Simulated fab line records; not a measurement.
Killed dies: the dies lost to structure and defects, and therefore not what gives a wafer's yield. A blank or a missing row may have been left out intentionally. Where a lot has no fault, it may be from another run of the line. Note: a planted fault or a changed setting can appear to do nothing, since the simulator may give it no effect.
What tool caused it? | flow sfq_line | 14 lots, 40 wafers sampled, at 4 steps of a route of 325

## WHAT EACH GAUGE READ, for each wafer
SFQ_I3_OVL_MEAS_923.
lot  | measured     | on         | I3_OVL (nm)
L681 | day 36 09:03 | overlay-01 | 13 13 18
L682 | day 36 12:40 | overlay-01 | 10 4 8
L683 | day 36 16:16 | overlay-01 | 8 5 9
L684 | day 37 05:27 | overlay-01 | 7 5 -1
L685 | day 37 12:39 | overlay-01 | 14 10 9
L686 | day 38 04:16 | overlay-02 | 8 13 9
L687 | day 38 09:04 | overlay-02 | -3 -4 -6
L688 | day 38 11:11 | overlay-01 | -4 2 -5
L689 | day 38 12:23 | overlay-01 | 3 0 3
L697 | day 45 04:28 | overlay-02 | 10 16
L698 | day 45 05:39 | overlay-02 | 5 6
L699 | day 45 08:03 | overlay-02 | 2 4 3
L700 | day 45 09:16 | overlay-02 | 7 -1 6
L704 | day 50 03:08 | overlay-01 | 1 0 -2

SFQ_I6_OVL_MEAS_942.
lot  | measured     | on         | I6_OVL (nm)
L681 | day 58 12:53 | overlay-01 | 11 18 14
L682 | day 58 16:30 | overlay-01 | -1 -3 6
L683 | day 58 18:54 | overlay-01 | 2 -1 6
L684 | day 59 00:53 | overlay-01 | 9 15 3
L685 | day 62 21:42 | overlay-02 | 5 7 6
L686 | day 63 02:31 | overlay-01 | 1 0 0
L687 | day 63 13:19 | overlay-02 | 0 -2 -1
L688 | day 63 18:06 | overlay-01 | -1 -2 -4
L689 | day 64 07:18 | overlay-01 | -5 -4 -1
L697 | day 73 13:59 | overlay-02 | 0 2
L698 | day 73 15:39 | overlay-02 | -13 -10
L699 | day 73 18:03 | overlay-02 | 7 12 12
L700 | day 73 22:46 | overlay-02 | 4 -3 2
L704 | day 74 11:31 | overlay-01 | -2 -3 -3

## TOOL THAT RAN EACH LOT (tool first, then ch and the chambers of the sampled wafers, then the start)
lot  | SFQ_TRILAYER_L0_BARC_OPEN_METAL_ETCH_010 | SFQ_TRILAYER_I4_DEP_PECVD_099
L681 | rie_metal-03 ch 0,1, day 2 10:23         | pecvd-04 ch 0,1, day 36 15:21
L682 | rie_metal-02 ch 0,1, day 2 12:48         | pecvd-02 ch 0,2, day 36 17:10
L683 | rie_metal-01 ch 0,1, day 4 06:50         | pecvd-01 ch 0,1,2, day 36 21:58
L684 | rie_metal-01 ch 0,1, day 4 15:58         | pecvd-04 ch 0,2, day 37 12:10
L685 | rie_metal-02 ch 0,1, day 5 05:30         | pecvd-02 ch 0,2, day 37 22:58
L686 | rie_metal-02 ch 0, day 5 11:34           | pecvd-01 ch 0,1,2, day 38 23:34
L687 | rie_metal-02 ch 0, day 5 16:20           | pecvd-01 ch 0,2, day 39 07:55
L688 | rie_metal-01 ch 0,1, day 5 22:18         | pecvd-04 ch 0,1,2, day 39 10:19
L689 | rie_metal-01 ch 0,1, day 6 04:18         | pecvd-02 ch 1,2, day 44 03:15
L697 | rie_metal-01 ch 1, day 8 12:56           | pecvd-01 ch 1,2, day 49 19:31
L698 | rie_metal-01 ch 0,1, day 8 20:08         | pecvd-04 ch 1,2, day 49 20:43
L699 | rie_metal-03 ch 0,1, day 8 23:44         | pecvd-02 ch 1,2, day 49 21:55
L700 | rie_metal-02 ch 0,1, day 9 03:20         | pecvd-01 ch 1,2, day 49 23:07
L704 | rie_metal-02 ch 1, day 10 06:56          | pecvd-01 ch 1,2, day 54 23:18
- SFQ_TRILAYER_L0_BARC_OPEN_METAL_ETCH_010: etches BARC in O2, target depth 125 nm, time 41.7 s.
- SFQ_TRILAYER_I4_DEP_PECVD_099: deposits SiO2 from SiH4/N2O, time 111.11 s, target thk 500 nm.

## AS READ BY THE TOOLS THEMSELVES (means over the sampled wafers that have a number; for cases with no such wafer, the mark the record gives instead)
SFQ_TRILAYER_L0_BARC_OPEN_METAL_ETCH_010.
lot  | tool         | drypump_motor_current_A (A) | oes_product_au (a.u.) | run_length_s (s)
L681 | rie_metal-03 | 5.8                         | 0.682                 | 69.8
L682 | rie_metal-02 | 5.6                         | 0.682                 | 70.1
L683 | rie_metal-01 | 5.7                         | 0.686                 | 69.8
L684 | rie_metal-01 | 5.7                         | 0.683                 | 70.0
L685 | rie_metal-02 | 6.1                         | 0.684                 | 70.3
L686 | rie_metal-02 | 6.5                         | 0.682                 | 70.5
L687 | rie_metal-02 | 6.5                         | 0.680                 | 70.4
L688 | rie_metal-01 | 5.8                         | 0.687                 | 69.7
L689 | rie_metal-01 | 5.8                         | 0.684                 | 70.2
L697 | rie_metal-01 | 5.7                         | 0.736                 | 66.5
L698 | rie_metal-01 | 5.7                         | 0.743                 | 66.4
L699 | rie_metal-03 | 6.0                         | 0.680                 | 70.1
L700 | rie_metal-02 | 5.6                         | 0.686                 | 70.0
L704 | rie_metal-02 | 5.2                         | 0.688                 | 69.7

SFQ_TRILAYER_I4_DEP_PECVD_099.
lot  | tool     | heater_power_w (W) | throttle_valve_pct (%)
L681 | pecvd-04 | 89                 | 24.1
L682 | pecvd-02 | 77                 | 25.8
L683 | pecvd-01 | 84                 | 24.8
L684 | pecvd-04 | 86                 | 23.6
L685 | pecvd-02 | 68                 | 25.4
L686 | pecvd-01 | 84                 | 24.8
L687 | pecvd-01 | 81                 | 25.0
L688 | pecvd-04 | 84                 | 24.2
L689 | pecvd-02 | 84                 | 23.5
L697 | pecvd-01 | 82                 | 25.9
L698 | pecvd-04 | 82                 | 24.6
L699 | pecvd-02 | 84                 | 23.8
L700 | pecvd-01 | 85                 | 25.8
L704 | pecvd-01 | 81                 | 25.8

## THE ANSWER, worked out from the rows above alone
Rule: the usual values come from the lots themselves. The widest of any qualifying gaps counts: lots, ordered by their means at a reading, are off when they make up no more than a third of the lots, leave a main group of 4 or more, and stand apart from it by 3 or more times the standard deviation of that group's means. A main group is skipped when, at the precision printed for the reading in the tables above, its means are all equal. A lot without any number at a reading at which 4 lots or more have one is off too. Where the step has rows for the other lots, those lots are counted as sound. After the gauges, taken in route order, come the tools' own readings; for these a lot's mean is taken, as printed above. At the first step where some lot is off, the reading lying furthest off is the one used; lots without a number count as furthest.
Off: L697, L698, at SFQ_TRILAYER_L0_BARC_OPEN_METAL_ETCH_010 (oes_product_au). The main group has a mean of 0.684 a.u. with a standard deviation of 0.0025.
If a tool, at that step or one of the process steps before it, ran each lot that is off and ran no sound lot following the first of them, it fits. One candidate fits, namely rie_metal-01 at SFQ_TRILAYER_L0_BARC_OPEN_METAL_ETCH_010. Its last sound lot is L689 (day 6 04:18), its first lot that is off L697 (day 8 12:56): a fault that began between those two fits.
The tool's own readings at SFQ_TRILAYER_L0_BARC_OPEN_METAL_ETCH_010 bear it out: on the lots that are off they differ by more than 5 times the standard deviation of the sound lots' means. oes_product_au reads 0.740 a.u. there against 0.684 a.u. on the sound lots; run_length_s reads 66.5 s there against 70.0 s on the sound lots.

## WHAT THE SIMULATOR PUT IN
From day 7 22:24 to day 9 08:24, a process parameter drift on rie_metal-01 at SFQ_TRILAYER_L0_BARC_OPEN_METAL_ETCH_010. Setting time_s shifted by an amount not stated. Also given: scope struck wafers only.
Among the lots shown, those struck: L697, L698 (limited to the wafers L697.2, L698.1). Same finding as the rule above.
